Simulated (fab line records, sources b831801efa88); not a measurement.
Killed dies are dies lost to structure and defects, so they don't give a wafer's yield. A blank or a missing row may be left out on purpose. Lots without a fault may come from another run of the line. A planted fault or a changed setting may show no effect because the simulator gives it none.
fab line records | flow sky130
record lots=5 wafers=15 last_day=49
route steps=708 shown SONOS_ONO@168 GATE_OXIDE@187 POLY_GATE@204 RES_PROTECT@206
lots that met no fault: from a run of the same line without faults
start_h: hours from the record's first day to the start of the lot's first wafer shown | wait_h: hours since the lot's step before | " the same as in the row above | L1.1+2: a row that stands for several wafers | - no value, or no start given | * or withheld: withheld | < > ~ a bound
route shown NAME@n: a module of which the file shows steps, and the number in the route of the first | usual: mean/standard deviation of fault-free wafers | same: alike in all rows | chamber/n: place in a boat | sites: the reading at each site | _std_site: their standard deviation | _edge_site: outer sites' mean less inner sites' | radius_mm: how far each site lies from the wafer's centre | mask NAME#n: copy n | behind: the tool/chamber that last shaped the wafer | hold: why the lot was held/for how many hours/how that ended | device: the transistor (n, p or np) that didn't switch | end of line: the same wafers' tests at the end of the route | a step without rows: its recipe alone | killed: dies lost to structure and defects at the first sort, not the wafer's yield | map: a wafer's dies, x killed, . not, _ none there
set.NAME: the setting as run; set.NAME@STEP: as run at that earlier step | model.NAME: the simulator's own value behind a step, which no gauge read
lots at some steps of the route; a table a step, a row a wafer
services: from which hour (start_h, from the record's first day; less than 0 if before it) a tool's chamber was out of use, for how many hours, and why
## steps
# step SKY_SONOS_ONO_OXIDATION_00
# recipe temp_c=800 ambient=O2 idle_temp_c=700 ramp_up_c_per_min=10 ramp_down_c_per_min=3 stabilise_s=600 purge_s=300 target_thk_a=26 ox_time_s=1249
# usual ox_temp_c=800.0/0.32
# columns lot.wafer tool chamber start_h wait_h ox_temp_c
L074.2 furnace-02 0 263.83 0.3 799.7
L074.3 " 0 " " 800.1
L074.5 " 0 " " 799.8
L080.1 furnace-02 0 309.32 0.2 800.2
L080.4 " 0 " " 800.2
L080.6 " 0 " " 800.7
L085.1 furnace-02 0 345.17 4.3 799.8
L085.3 " 0 " " 799.7
L085.5 " 0 " " 799.3
L092.4 furnace-02 0 391.84 1.1 799.7
L092.5 " 0 " " 800.1
L092.6 " 0 " " 799.9
L094.1 furnace-02 0 409.44 0.7 800.1
L094.4 " 0 " " 799.9
L094.5 " 0 " " 799.5
# step SKY_SONOS_ONO_THK_MEAS_01
# recipe reads=SiO2_of_SONOS_ONO_OXIDATION_00
# usual SONOS_ONO_OXIDATION_THK=2.61/0.057
# columns lot.wafer tool chamber start_h wait_h SONOS_ONO_OXIDATION_THK[nm]
L074.2 film_metro-04 - 265.19 0.0 2.60
L074.3 " - " " 2.57
L074.5 " - " " 2.62
L080.1 film_metro-04 - 310.67 0.0 2.60
L080.4 " - " " 2.56
L080.6 " - " " 2.60
L085.1 film_metro-04 - 346.52 0.0 2.70
L085.3 " - " " 2.72
L085.5 " - " " 2.62
L092.4 film_metro-01 - 393.22 0.0 2.58
L092.5 " - " " 2.54
L092.6 " - " " 2.58
L094.1 film_metro-04 - 410.79 0.0 2.66
L094.4 " - " " 2.63
L094.5 " - " " 2.57
# step SKY_SONOS_ONO_CVD_02
# recipe material=Si3N4 precursor=DCS/NH3 target_thk_nm=10.5 temp_c=770 time_s=180 pressure_mtorr=250
# columns lot.wafer tool chamber start_h wait_h
L074.2+3+5 lpcvd-02 1 268.94 3.7
L080.1+4+6 lpcvd-02 1 311.29 0.6
L085.1+3+5 lpcvd-02 0 346.58 0.1
L092.4+5+6 lpcvd-02 0 393.69 0.5
L094.1+4+5 lpcvd-02 0 411.42 0.6
# step SKY_SONOS_ONO_THK_MEAS_03
# recipe reads=Si3N4_of_SONOS_ONO_CVD_02
# usual SONOS_ONO_CVD_02_THK=10.50/0.13
# columns lot.wafer tool chamber start_h wait_h SONOS_ONO_CVD_02_THK[nm]
L074.2 film_metro-01 - 270.53 0.0 10.62
L074.3 " - " " 10.62
L074.5 " - " " 10.54
L080.1 film_metro-04 - 312.34 0.0 10.42
L080.4 " - " " 10.53
L080.6 " - " " 10.41
L085.1 film_metro-02 - 347.63 0.0 10.33
L085.3 " - " " 10.38
L085.5 " - " " 10.44
L092.4 film_metro-04 - 394.77 0.0 10.63
L092.5 " - " " 10.53
L092.6 " - " " 10.54
L094.1 film_metro-02 - 412.47 0.0 10.40
L094.4 " - " " 10.48
L094.5 " - " " 10.47
# step SKY_SONOS_ONO_CVD_04
# recipe material=SiO2 precursor=SiH4/N2O target_thk_nm=5.7199 temp_c=900 pressure_mtorr=400
# columns lot.wafer tool chamber start_h wait_h
L074.2+3+5 lpcvd-03 1 270.58 0.0
L080.1+4+6 lpcvd-03 1 312.40 0.1
L085.1+3+5 lpcvd-03 0 347.69 0.1
L092.4+5+6 lpcvd-03 1 394.80 0.0
L094.1+4+5 lpcvd-03 0 412.53 0.1
# step SKY_SONOS_ONO_THK_MEAS_05
# recipe reads=SiO2_of_SONOS_ONO_CVD_04
# usual SONOS_ONO_CVD_04_THK=5.75/0.1
# columns lot.wafer tool chamber start_h wait_h SONOS_ONO_CVD_04_THK[nm]
L074.2 film_metro-04 - 271.84 0.0 5.96
L074.3 " - " " 5.81
L074.5 " - " " 5.79
L080.1 film_metro-02 - 313.65 0.0 5.68
L080.4 " - " " 5.62
L080.6 " - " " 5.63
L085.1 film_metro-02 - 348.94 0.0 5.76
L085.3 " - " " 5.76
L085.5 " - " " 5.65
L092.4 film_metro-01 - 396.08 0.0 5.70
L092.5 " - " " 5.63
L092.6 " - " " 5.72
L094.1 film_metro-04 - 413.78 0.0 5.75
L094.4 " - " " 5.72
L094.5 " - " " 5.64
# step SKY_SONOS_ONO_DEHYDRATE_06
# recipe temp_c=200 time_s=60
# columns lot.wafer tool chamber start_h wait_h
L074.2+3+5 litho_track-02 0 283.22 11.4
L080.1+4+6 litho_track-02 0 325.89 12.2
L085.1+3+5 litho_track-02 0 361.24 12.3
L092.4+5+6 litho_track-02 0 410.27 14.2
L094.1+4+5 litho_track-04 0 428.39 14.6
# step SKY_SONOS_ONO_HMDS_07
# recipe prime_time_s=60 prime_temp_c=120
# columns lot.wafer tool chamber start_h wait_h
L074.2+3+5 litho_track-02 0 283.37 0.1
L080.1+4+6 litho_track-02 0 326.04 0.1
L085.1+3+5 litho_track-02 0 361.39 0.1
L092.4+5+6 litho_track-02 0 410.42 0.1
L094.1+4+5 litho_track-04 0 428.54 0.1
# step SKY_SONOS_ONO_COAT_08
# recipe resist=NOVOLAK spin_rpm=3000 resist_thk_nm=1140
# columns lot.wafer tool chamber start_h wait_h
L074.2+3+5 litho_track-02 0 283.52 0.1
L080.1+4+6 litho_track-02 0 326.19 0.1
L085.1+3+5 litho_track-02 0 361.54 0.1
L092.4+5+6 litho_track-02 0 410.57 0.1
L094.1+4+5 litho_track-04 0 428.69 0.1
# step SKY_SONOS_ONO_SOFTBAKE_09
# recipe temp_c=90 time_s=60 resist=NOVOLAK
# columns lot.wafer tool chamber start_h wait_h
L074.2+3+5 litho_track-02 0 283.67 0.1
L080.1+4+6 litho_track-02 0 326.34 0.1
L085.1+3+5 litho_track-02 0 361.69 0.1
L092.4+5+6 litho_track-02 0 410.72 0.1
L094.1+4+5 litho_track-04 0 428.84 0.1
# step SKY_SONOS_ONO_EXPOSE_10
# recipe mask_id=ONOM target_cd_nm=410 na=0.6 source_shape=conventional sigma_outer=0.6 dose_mj=150
# columns lot.wafer tool chamber start_h wait_h mask
L074.2+3+5 iline_stepper-02 0 - - ONOM#0
L080.1+4+6 iline_stepper-01 0 - - ONOM#0
L085.1+3+5 iline_stepper-01 0 - - ONOM#0
L092.4+5+6 iline_stepper-01 0 - - ONOM#0
L094.1+4+5 iline_stepper-02 0 - - ONOM#0
# step SKY_SONOS_ONO_PEB_11
# recipe temp_c=withheld time_s=* resist=NOVOLAK
# columns lot.wafer tool chamber start_h wait_h
L074.2+3+5 litho_track-01 0 - -
L080.1+4+6 litho_track-04 0 - -
L085.1+3+5 litho_track-01 0 - -
L092.4+5+6 litho_track-04 0 - -
L094.1+4+5 litho_track-02 0 - -
# step SKY_SONOS_ONO_DEVELOP_12
# recipe develop_time_s=60 dev_temp_c=23
# columns lot.wafer tool chamber start_h wait_h
L074.2+3+5 litho_track-01 0 295.85 0.1
L080.1+4+6 litho_track-04 0 340.09 0.1
L085.1+3+5 litho_track-01 0 375.38 0.1
L092.4+5+6 litho_track-04 0 425.92 0.1
L094.1+4+5 litho_track-02 0 443.84 0.1
# step SKY_SONOS_ONO_CD_MEAS_13
# recipe target_cd_nm=410
# usual cd_nm=409.3/2.2
# columns lot.wafer tool chamber start_h wait_h cd_nm
L074.2 cd_sem-01 - 296.00 0.1 405.2
L074.3 " - " " 407.5
L074.5 " - " " 407.5
L080.1 cd_sem-02 - 340.24 0.1 410.4
L080.4 " - " " 411.0
L080.6 " - " " 410.8
L085.1 cd_sem-01 - 375.53 0.1 408.5
L085.3 " - " " 408.6
L085.5 " - " " 409.0
L092.4 cd_sem-02 - 426.05 0.1 407.7
L092.5 " - " " 407.0
L092.6 " - " " 404.4
L094.1 cd_sem-02 - 443.99 0.1 411.1
L094.4 " - " " 409.9
L094.5 " - " " 412.4
# step SKY_SONOS_ONO_OVL_MEAS_14
# usual SONOS_ONO_OVL=-0.6/1.2
# columns lot.wafer tool chamber start_h wait_h SONOS_ONO_OVL[nm]
L074.2 overlay-02 - 296.10 0.1 0.5
L074.3 " - " " -1.9
L074.5 " - " " -2.6
L080.1 overlay-01 - 340.36 0.1 -1.0
L080.4 " - " " 1.3
L080.6 " - " " 0.3
L085.1 overlay-02 - 375.65 0.1 -2.1
L085.3 " - " " 0.4
L085.5 " - " " -0.4
L092.4 overlay-01 - 426.13 0.1 0.9
L092.5 " - " " -0.4
L092.6 " - " " 1.6
L094.1 overlay-02 - 444.11 0.1 -3.1
L094.4 " - " " -2.1
L094.5 " - " " -2.4
# step SKY_SONOS_ONO_ETCH_15
# recipe target_depth_nm=19.52 chemistry=CHF3/O2 source_w=600 bias_w=200 pressure_mtorr=40 chf3_flow_sccm=50 O2_flow_sccm=5 time_s=7.8
# usual bias_w=200.0/0.65 drypump_motor_current_A=5.9/0.48 oes_product_au=1.006/0.0098 throttle_valve_pct=8.825/0.0099
# columns lot.wafer tool chamber start_h wait_h bias_w drypump_motor_current_A oes_product_au rf_hours_counter_h throttle_valve_pct
L074.2 rie_diel-04 3 296.13 0.0 199.5 6.0 1.023 79 8.826
L074.3 " 2 " " 199.8 6.2 1.008 31 8.826
L074.5 " 1 " " 199.8 5.1 0.999 - 8.825
L080.1 rie_diel-01 3 340.40 0.0 200.2 5.1 1.000 7 8.821
L080.4 " 1 " " 199.9 6.0 0.990 21 8.810
L080.6 " 0 " " 199.6 6.7 0.994 - 8.803
L085.1 rie_diel-04 0 375.68 0.0 199.5 5.8 1.008 1 8.826
L085.3 " 1 " " 198.8 5.1 0.999 101 8.835
L085.5 " 1 " " 199.2 5.2 1.004 - 8.823
L092.4 rie_diel-04 1 426.15 0.0 200.7 5.2 1.013 102 8.842
L092.5 " 3 " " 200.2 6.0 1.029 - 8.833
L092.6 " 0 " " 199.3 5.8 1.008 - 8.831
L094.1 rie_diel-03 3 444.15 0.0 199.2 6.2 1.004 3 8.819
L094.4 " 2 " " 199.3 6.1 1.014 1 8.827
L094.5 " 2 " " 199.6 6.2 1.021 - 8.828
# step SKY_SONOS_ONO_WET_ETCH_16
# recipe chemistry=dHF target_depth_nm=14 dry=n2_spin target=SiO2 dilution=100:1 temp_c=25 time_s=280
# columns lot.wafer tool chamber start_h wait_h
L074.2+3+5 wet_bench-04 1 296.16 0.0
L080.1+4+6 wet_bench-02 3 340.42 0.0
L085.1+3+5 wet_bench-02 2 375.70 0.0
L092.4+5+6 wet_bench-03 1 426.17 0.0
L094.1+4+5 wet_bench-02 3 444.17 0.0
# step SKY_SONOS_ONO_STRIP_17
# recipe chemistry=O2/N2 power_w=1400 pressure_mtorr=1500 platen_temp_c=withheld o2_flow_sccm=3000 n2_flow_sccm=300 overash_fraction=0.5
# usual drypump_motor_current_A=5.4/0.44 oes_product_au=0.710/0.0044 strip_time_to_endpoint_s=14.10/0.038
# same overash_fraction=0.5
# columns lot.wafer tool chamber start_h wait_h drypump_motor_current_A oes_product_au rf_hours_counter_h strip_time_to_endpoint_s
L074.2 plasma_asher-03 0 296.24 0.0 5.3 0.716 50 14.05
L074.3 " 0 " " 5.3 0.714 - 14.05
L074.5 " 1 " " 6.2 0.707 - 14.07
L080.1 plasma_asher-03 0 340.51 0.0 5.3 0.711 54 14.11
L080.4 " 1 " " 6.2 0.710 - 14.11
L080.6 " 0 " " 5.3 0.716 - 14.13
L085.1 plasma_asher-04 1 375.80 0.0 4.9 0.709 26 14.09
L085.3 " 1 " " 4.9 0.714 - 14.08
L085.5 " 1 " " 4.9 0.709 - 14.07
L092.4 plasma_asher-04 1 426.29 0.0 4.9 0.715 - 14.10
L092.5 " 1 " " 4.9 0.711 - 14.12
L092.6 " 0 " " 5.5 0.711 - 14.11
L094.1 plasma_asher-04 1 444.26 0.0 4.9 0.709 33 14.10
L094.4 " 1 " " 4.9 0.709 - 14.07
L094.5 " 1 " " 4.9 0.712 - 14.09
# step SKY_SONOS_ONO_WET_ETCH_18
# recipe chemistry=H3PO4 target_depth_nm=15 target=Si3N4 temp_c=160 time_s=172
# columns lot.wafer tool chamber start_h wait_h
L074.2+3+5 wet_bench-03 0 296.34 0.1
L080.1+4+6 wet_bench-02 1 340.61 0.1
L085.1+3+5 wet_bench-03 0 375.90 0.1
L092.4+5+6 wet_bench-03 0 426.36 0.0
L094.1+4+5 wet_bench-03 3 444.36 0.1
# step SKY_GATE_OXIDE_CLEAN_00
# recipe chemistry=SC1/SC2 mix=1:4:20 temp_c=70 time_s=150 dry=n2_spin
# columns lot.wafer tool chamber start_h wait_h
L074.2+3+5 wet_bench-04 1 296.40 0.0
L080.1+4+6 wet_bench-04 2 340.66 0.0
L085.1+3+5 wet_bench-02 3 375.96 0.0
L092.4+5+6 wet_bench-03 3 426.41 0.0
L094.1+4+5 wet_bench-02 0 444.41 0.0
# step SKY_GATE_OXIDE_OXIDATION_01
# recipe temp_c=900 ambient=O2 stabilise_s=600 purge_s=300 target_thk_a=102.68 ox_time_s=1473
# usual ox_temp_c=900.1/0.35
# columns lot.wafer tool chamber start_h wait_h ox_temp_c
L074.2 furnace-02 0 297.63 1.2 899.9
L074.3 " 0 " " 900.1
L074.5 " 0 " " 899.7
L080.1 furnace-01 0 344.91 4.2 899.9
L080.4 " 0 " " 900.4
L080.6 " 0 " " 899.9
L085.1 furnace-02 0 376.84 0.8 899.4
L085.3 " 0 " " 899.9
L085.5 " 0 " " 899.5
L092.4 furnace-01 0 427.77 1.3 899.4
L092.5 " 0 " " 900.5
L092.6 " 0 " " 899.6
L094.1 furnace-02 0 444.46 0.0 900.1
L094.4 " 0 " " 899.6
L094.5 " 0 " " 899.7
# step SKY_GATE_OXIDE_THK_MEAS_02
# recipe reads=SiO2_of_GATE_OXIDE_OXIDATION_01
# usual GATE_OXIDE_OXIDATION_00_THK=10.36/0.22
# columns lot.wafer tool chamber start_h wait_h GATE_OXIDE_OXIDATION_00_THK[nm]
L074.2 film_metro-03 - 299.05 0.0 10.51
L074.3 " - " " 10.70
L074.5 " - " " 10.54
L080.1 film_metro-01 - 346.32 0.0 10.40
L080.4 " - " " 10.26
L080.6 " - " " 10.49
L085.1 film_metro-04 - 378.25 0.0 10.54
L085.3 " - " " 10.34
L085.5 " - " " 10.31
L092.4 film_metro-04 - 429.21 0.0 10.66
L092.5 " - " " 10.62
L092.6 " - " " 10.81
L094.1 film_metro-04 - 445.87 0.0 10.18
L094.4 " - " " 10.19
L094.5 " - " " 10.01
# step SKY_GATE_OXIDE_DEHYDRATE_03
# recipe temp_c=200 time_s=60
# columns lot.wafer tool chamber start_h wait_h
L074.2+3+5 litho_track-04 0 311.72 12.7
L080.1+4+6 litho_track-03 0 358.91 12.6
L085.1+3+5 litho_track-04 0 391.59 13.3
L092.4+5+6 litho_track-03 0 443.79 14.6
L094.1+4+5 litho_track-03 0 460.71 14.8
# step SKY_GATE_OXIDE_HMDS_04
# recipe prime_time_s=60 prime_temp_c=120
# columns lot.wafer tool chamber start_h wait_h
L074.2+3+5 litho_track-04 0 311.87 0.1
L080.1+4+6 litho_track-03 0 359.06 0.1
L085.1+3+5 litho_track-04 0 391.74 0.1
L092.4+5+6 litho_track-03 0 443.94 0.1
L094.1+4+5 litho_track-03 0 460.86 0.1
# step SKY_GATE_OXIDE_COAT_05
# recipe resist=NOVOLAK spin_rpm=3000 resist_thk_nm=1140
# columns lot.wafer tool chamber start_h wait_h
L074.2+3+5 litho_track-04 0 312.02 0.1
L080.1+4+6 litho_track-03 0 359.21 0.1
L085.1+3+5 litho_track-04 0 391.89 0.1
L092.4+5+6 litho_track-03 0 444.09 0.1
L094.1+4+5 litho_track-03 0 461.01 0.1
# step SKY_GATE_OXIDE_SOFTBAKE_06
# recipe temp_c=90 time_s=60 resist=NOVOLAK
# columns lot.wafer tool chamber start_h wait_h
L074.2+3+5 litho_track-04 0 312.17 0.1
L080.1+4+6 litho_track-03 0 359.36 0.1
L085.1+3+5 litho_track-04 0 392.04 0.1
L092.4+5+6 litho_track-03 0 444.24 0.1
L094.1+4+5 litho_track-03 0 461.16 0.1
# step SKY_GATE_OXIDE_EXPOSE_07
# recipe mask_id=LVOM na=0.6 source_shape=conventional sigma_outer=0.6 polarization=unpolarized target_cd_nm=600 dose_mj=170
# columns lot.wafer tool chamber start_h wait_h mask
L074.2+3+5 iline_stepper-02 0 - - LVOM#0
L080.1+4+6 iline_stepper-02 0 - - LVOM#0
L085.1+3+5 iline_stepper-01 0 - - LVOM#0
L092.4+5+6 iline_stepper-02 0 - - LVOM#0
L094.1+4+5 iline_stepper-01 0 - - LVOM#0
# step SKY_GATE_OXIDE_PEB_08
# recipe temp_c=withheld time_s=* resist=NOVOLAK
# columns lot.wafer tool chamber start_h wait_h
L074.2+3+5 litho_track-04 0 - -
L080.1+4+6 litho_track-03 0 - -
L085.1+3+5 litho_track-03 0 - -
L092.4+5+6 litho_track-04 0 - -
L094.1+4+5 litho_track-03 0 - -
# step SKY_GATE_OXIDE_DEVELOP_09
# recipe resist=NOVOLAK developer=TMAH develop_time_s=60 dev_temp_c=23
# columns lot.wafer tool chamber start_h wait_h
L074.2+3+5 litho_track-04 0 324.72 0.1
L080.1+4+6 litho_track-03 0 372.71 0.1
L085.1+3+5 litho_track-03 0 407.26 0.1
L092.4+5+6 litho_track-04 0 460.12 0.1
L094.1+4+5 litho_track-03 0 476.31 0.1
# step SKY_GATE_OXIDE_OVL_MEAS_10
# usual GATE_OXIDE_OVL=-0.1/1.5
# columns lot.wafer tool chamber start_h wait_h GATE_OXIDE_OVL[nm]
L074.2 overlay-01 - 324.85 0.1 -0.5
L074.3 " - " " 0.2
L074.5 " - " " 0.2
L080.1 overlay-01 - 372.86 0.1 3.1
L080.4 " - " " 0.1
L080.6 " - " " 0.9
L085.1 overlay-02 - 407.41 0.1 -1.6
L085.3 " - " " -1.1
L085.5 " - " " -0.2
L092.4 overlay-02 - 460.21 0.1 -2.1
L092.5 " - " " -1.9
L092.6 " - " " -0.1
L094.1 overlay-01 - 476.46 0.1 1.8
L094.4 " - " " 2.1
L094.5 " - " " 0.6
# step SKY_GATE_OXIDE_IMPLANT_11
# recipe species=B energy_kev=10 dose_cm2=2.6e+12 tilt_deg=withheld
# usual end_station_pressure_torr=5.02e-06/2.7e-07
# columns lot.wafer tool chamber start_h wait_h end_station_pressure_torr
L074.2 implanter-01 0 324.90 0.0 5e-06
L074.3 " 0 " " 4.96e-06
L074.5 " 0 " " 5.03e-06
L080.1 implanter-01 0 372.90 0.0 5.22e-06
L080.4 " 0 " " 4.73e-06
L080.6 " 0 " " 4.88e-06
L085.1 implanter-02 0 407.45 0.0 5.12e-06
L085.3 " 0 " " 5.24e-06
L085.5 " 0 " " 5.03e-06
L092.4 implanter-03 0 460.30 0.1 4.97e-06
L092.5 " 0 " " 5.28e-06
L092.6 " 0 " " 4.69e-06
L094.1 implanter-01 0 476.50 0.0 4.77e-06
L094.4 " 0 " " 4.99e-06
L094.5 " 0 " " 5.25e-06
# step SKY_GATE_OXIDE_WET_ETCH_12
# recipe chemistry=dHF target_depth_nm=16.8 dry=n2_spin target=SiO2 dilution=100:1 temp_c=25 time_s=336
# columns lot.wafer tool chamber start_h wait_h
L074.2+3+5 wet_bench-03 3 325.03 0.1
L080.1+4+6 wet_bench-03 1 373.05 0.1
L085.1+3+5 wet_bench-02 3 407.60 0.1
L092.4+5+6 wet_bench-02 3 460.38 0.1
L094.1+4+5 wet_bench-02 0 476.65 0.1
# step SKY_GATE_OXIDE_STRIP_13
# recipe chemistry=O2/N2 power_w=1400 pressure_mtorr=1500 platen_temp_c=withheld o2_flow_sccm=3000 n2_flow_sccm=300 overash_fraction=0.5
# usual drypump_motor_current_A=5.4/0.3 oes_product_au=0.715/0.0044 strip_time_to_endpoint_s=14.19/0.034
# same overash_fraction=0.5
# columns lot.wafer tool chamber start_h wait_h drypump_motor_current_A oes_product_au rf_hours_counter_h strip_time_to_endpoint_s
L074.2 plasma_asher-04 0 325.13 0.0 5.5 0.719 21 14.19
L074.3 " 0 " " 5.5 0.716 - 14.20
L074.5 " 0 " " 5.5 0.717 - 14.20
L080.1 plasma_asher-04 0 373.15 0.0 5.5 0.715 26 14.17
L080.4 " 1 " " 4.9 0.715 - 14.21
L080.6 " 1 " " 4.9 0.715 - 14.20
L085.1 plasma_asher-01 1 407.70 0.0 5.3 0.711 70 14.18
L085.3 " 0 " " 5.4 0.707 - 14.16
L085.5 " 0 " " 5.4 0.717 - 14.21
L092.4 plasma_asher-04 1 460.52 0.0 4.9 0.711 - 14.25
L092.5 " 1 " " 4.9 0.706 - 14.23
L092.6 " 0 " " 5.5 0.715 - 14.21
L094.1 plasma_asher-04 0 476.75 0.0 5.5 0.719 36 14.21
L094.4 " 1 " " 4.9 0.714 - 14.16
L094.5 " 1 " " 4.9 0.714 - 14.17
# step SKY_GATE_OXIDE_TW_MEAS_14
# usual GATE_OXIDE_TW=224.7/2.5
# columns lot.wafer tool chamber start_h wait_h GATE_OXIDE_TW
L074.2 film_metro-04 - 325.24 0.1 225.6
L074.3 " - " " 226.7
L074.5 " - " " 226.4
L080.1 film_metro-01 - 373.25 0.1 221.7
L080.4 " - " " 221.6
L080.6 " - " " 222.1
L085.1 film_metro-03 - 407.80 0.1 224.0
L085.3 " - " " 222.8
L085.5 " - " " 223.2
L092.4 film_metro-04 - 460.62 0.1 230.5
L092.5 " - " " 229.9
L092.6 " - " " 229.8
L094.1 film_metro-01 - 476.85 0.1 222.2
L094.4 " - " " 223.7
L094.5 " - " " 222.0
# step SKY_GATE_OXIDE_CLEAN_15
# recipe chemistry=SC1/SC2 mix=1:4:20 temp_c=70 time_s=150 dry=n2_spin
# columns lot.wafer tool chamber start_h wait_h
L074.2+3+5 wet_bench-03 0 325.29 0.0
L080.1+4+6 wet_bench-04 0 373.31 0.1
L085.1+3+5 wet_bench-03 1 407.86 0.1
L092.4+5+6 wet_bench-04 1 460.65 0.0
L094.1+4+5 wet_bench-04 2 476.91 0.1
# step SKY_GATE_OXIDE_OXIDATION_16
# recipe temp_c=800 ambient=O2 idle_temp_c=700 ramp_up_c_per_min=10 ramp_down_c_per_min=3 stabilise_s=600 purge_s=300 target_thk_a=35.7 ox_time_s=1915
# usual ox_temp_c=800.0/0.32
# columns lot.wafer tool chamber start_h wait_h ox_temp_c
L074.2 furnace-02 0 328.38 3.0 799.7
L074.3 " 0 " " 800.1
L074.5 " 0 " " 800.3
L080.1 furnace-01 0 373.36 0.0 799.9
L080.4 " 0 " " 800.1
L080.6 " 0 " " 800.5
L085.1 furnace-02 0 407.91 0.0 800.4
L085.3 " 0 " " 800.5
L085.5 " 0 " " 799.9
L092.4 furnace-02 0 461.22 0.5 799.9
L092.5 " 0 " " 799.6
L092.6 " 0 " " 800.1
L094.1 furnace-02 0 476.96 0.0 800.3
L094.4 " 0 " " 800.6
L094.5 " 0 " " 800.1
# step SKY_POLY_GATE_CVD_00
# recipe material=poly-Si target_thk_nm=180 temp_c=620 time_s=720 pressure_mtorr=200
# columns lot.wafer tool chamber start_h wait_h
L074.2+3+5 lpcvd-01 1 329.91 0.0
L080.1+4+6 lpcvd-01 0 374.89 0.0
L085.1+3+5 lpcvd-01 1 409.44 0.0
L092.4+5+6 lpcvd-01 0 462.75 0.0
L094.1+4+5 lpcvd-01 0 478.49 0.0
# step SKY_POLY_GATE_THK_MEAS_01
# recipe reads=poly-Si_of_POLY_GATE_CVD_00
# usual POLY_GATE_CVD_00_THK=180.6/1.7
# columns lot.wafer tool chamber start_h wait_h POLY_GATE_CVD_00_THK[nm]
L074.2 film_metro-03 - 331.12 0.0 180.4
L074.3 " - " " 178.1
L074.5 " - " " 179.6
L080.1 film_metro-02 - 376.09 0.0 182.0
L080.4 " - " " 183.2
L080.6 " - " " 181.6
L085.1 film_metro-02 - 411.24 0.0 182.0
L085.3 " - " " 181.5
L085.5 " - " " 180.6
L092.4 film_metro-02 - 463.98 0.0 178.0
L092.5 " - " " 176.4
L092.6 " - " " 177.6
L094.1 film_metro-02 - 480.29 0.0 180.2
L094.4 " - " " 180.6
L094.5 " - " " 179.3
# step SKY_RES_PROTECT_DEHYDRATE_00
# recipe temp_c=200 time_s=60
# columns lot.wafer tool chamber start_h wait_h
L074.2+3+5 litho_track-04 0 343.37 12.2
L080.1+4+6 litho_track-01 0 389.33 13.2
L085.1+3+5 litho_track-01 0 425.83 14.6
L092.4+5+6 litho_track-03 0 478.29 14.3
L094.1+4+5 litho_track-04 0 495.09 14.8
# step SKY_RES_PROTECT_HMDS_01
# recipe prime_time_s=60 prime_temp_c=120
# columns lot.wafer tool chamber start_h wait_h
L074.2+3+5 litho_track-04 0 343.52 0.1
L080.1+4+6 litho_track-01 0 389.48 0.1
L085.1+3+5 litho_track-01 0 425.98 0.1
L092.4+5+6 litho_track-03 0 478.44 0.1
L094.1+4+5 litho_track-04 0 495.24 0.1
# step SKY_RES_PROTECT_COAT_02
# recipe resist=NOVOLAK spin_rpm=3000 resist_thk_nm=1140
# columns lot.wafer tool chamber start_h wait_h
L074.2+3+5 litho_track-04 0 343.67 0.1
L080.1+4+6 litho_track-01 0 389.63 0.1
L085.1+3+5 litho_track-01 0 426.13 0.1
L092.4+5+6 litho_track-03 0 478.59 0.1
L094.1+4+5 litho_track-04 0 495.39 0.1
# step SKY_RES_PROTECT_SOFTBAKE_03
# recipe temp_c=90 time_s=60 resist=NOVOLAK
# columns lot.wafer tool chamber start_h wait_h
L074.2+3+5 litho_track-04 0 343.82 0.1
L080.1+4+6 litho_track-01 0 389.78 0.1
L085.1+3+5 litho_track-01 0 426.28 0.1
L092.4+5+6 litho_track-03 0 478.74 0.1
L094.1+4+5 litho_track-04 0 495.54 0.1
# step SKY_RES_PROTECT_EXPOSE_04
# recipe mask_id=RPM na=0.6 source_shape=conventional sigma_outer=0.6 polarization=unpolarized target_cd_nm=1270 dose_mj=131
# columns lot.wafer tool chamber start_h wait_h mask
L074.2+3+5 iline_stepper-02 0 - - RPM#0
L080.1+4+6 iline_stepper-01 0 - - RPM#0
L085.1+3+5 iline_stepper-01 0 - - RPM#0
L092.4+5+6 iline_stepper-02 0 - - RPM#0
L094.1+4+5 iline_stepper-01 0 - - RPM#0
# step SKY_RES_PROTECT_PEB_05
# recipe temp_c=withheld time_s=* resist=NOVOLAK
# columns lot.wafer tool chamber start_h wait_h
L074.2+3+5 litho_track-03 0 - -
L080.1+4+6 litho_track-01 0 - -
L085.1+3+5 litho_track-04 0 - -
L092.4+5+6 litho_track-01 0 - -
L094.1+4+5 litho_track-03 0 - -
# step SKY_RES_PROTECT_DEVELOP_06
# recipe resist=NOVOLAK developer=TMAH develop_time_s=60 dev_temp_c=23
# columns lot.wafer tool chamber start_h wait_h
L074.2+3+5 litho_track-03 0 356.64 0.1
L080.1+4+6 litho_track-01 0 404.43 0.1
L085.1+3+5 litho_track-04 0 441.19 0.1
L092.4+5+6 litho_track-01 0 494.45 0.1
L094.1+4+5 litho_track-03 0 510.26 0.1
# step SKY_POLY_GATE_IMPLANT_02
# recipe species=P energy_kev=30 dose_cm2=7.7e+15 tilt_deg=0
# usual end_station_pressure_torr=1.19e-05/8.3e-07
# columns lot.wafer tool chamber start_h wait_h end_station_pressure_torr
L074.2 implanter-03 0 356.79 0.1 1.17e-05
L074.3 " 0 " " 1.19e-05
L074.5 " 0 " " 1.22e-05
L080.1 implanter-02 0 404.58 0.1 1.12e-05
L080.4 " 0 " " 1.19e-05
L080.6 " 0 " " 1.14e-05
L085.1 implanter-03 0 441.34 0.1 1.34e-05
L085.3 " 0 " " 1.29e-05
L085.5 " 0 " " 1.2e-05
L092.4 implanter-02 0 494.60 0.1 1.18e-05
L092.5 " 0 " " 1.12e-05
L092.6 " 0 " " 1.12e-05
L094.1 implanter-04 0 510.41 0.1 1.24e-05
L094.4 " 0 " " 1.32e-05
L094.5 " 0 " " 1.27e-05
## services
# columns tool chamber start_h hours kind
lpcvd-02 - 246.86 1.1 repair
iline_stepper-01 - 256.17 2.3 repair
implanter-01 - 256.46 1.9 repair
implanter-02 - 258.40 2.5 pm
wet_bench-03 - 267.39 1.2 repair
implanter-02 - 273.36 0.7 repair
furnace-01 - 277.59 4.0 pm
rie_diel-04 - 289.54 0.3 repair
implanter-03 - 292.83 0.6 repair
furnace-02 - 294.12 3.5 pm
implanter-02 - 296.57 1.1 repair
lpcvd-03 - 309.69 1.3 repair
wet_bench-04 - 314.69 1.2 repair
plasma_asher-04 - 318.06 2.7 repair
lpcvd-03 - 353.14 1.1 repair
furnace-02 - 368.97 3.5 pm
iline_stepper-01 - 396.18 1.7 pm
lpcvd-03 - 402.67 6.0 pm
lpcvd-01 - 420.22 6.1 pm
iline_stepper-02 - 426.56 1.7 pm
iline_stepper-02 - 433.26 4.4 pm
iline_stepper-01 - 437.45 9.5 repair
lpcvd-01 - 450.75 1.5 repair
wet_bench-04 - 500.63 1.9 pm
## key
fault none
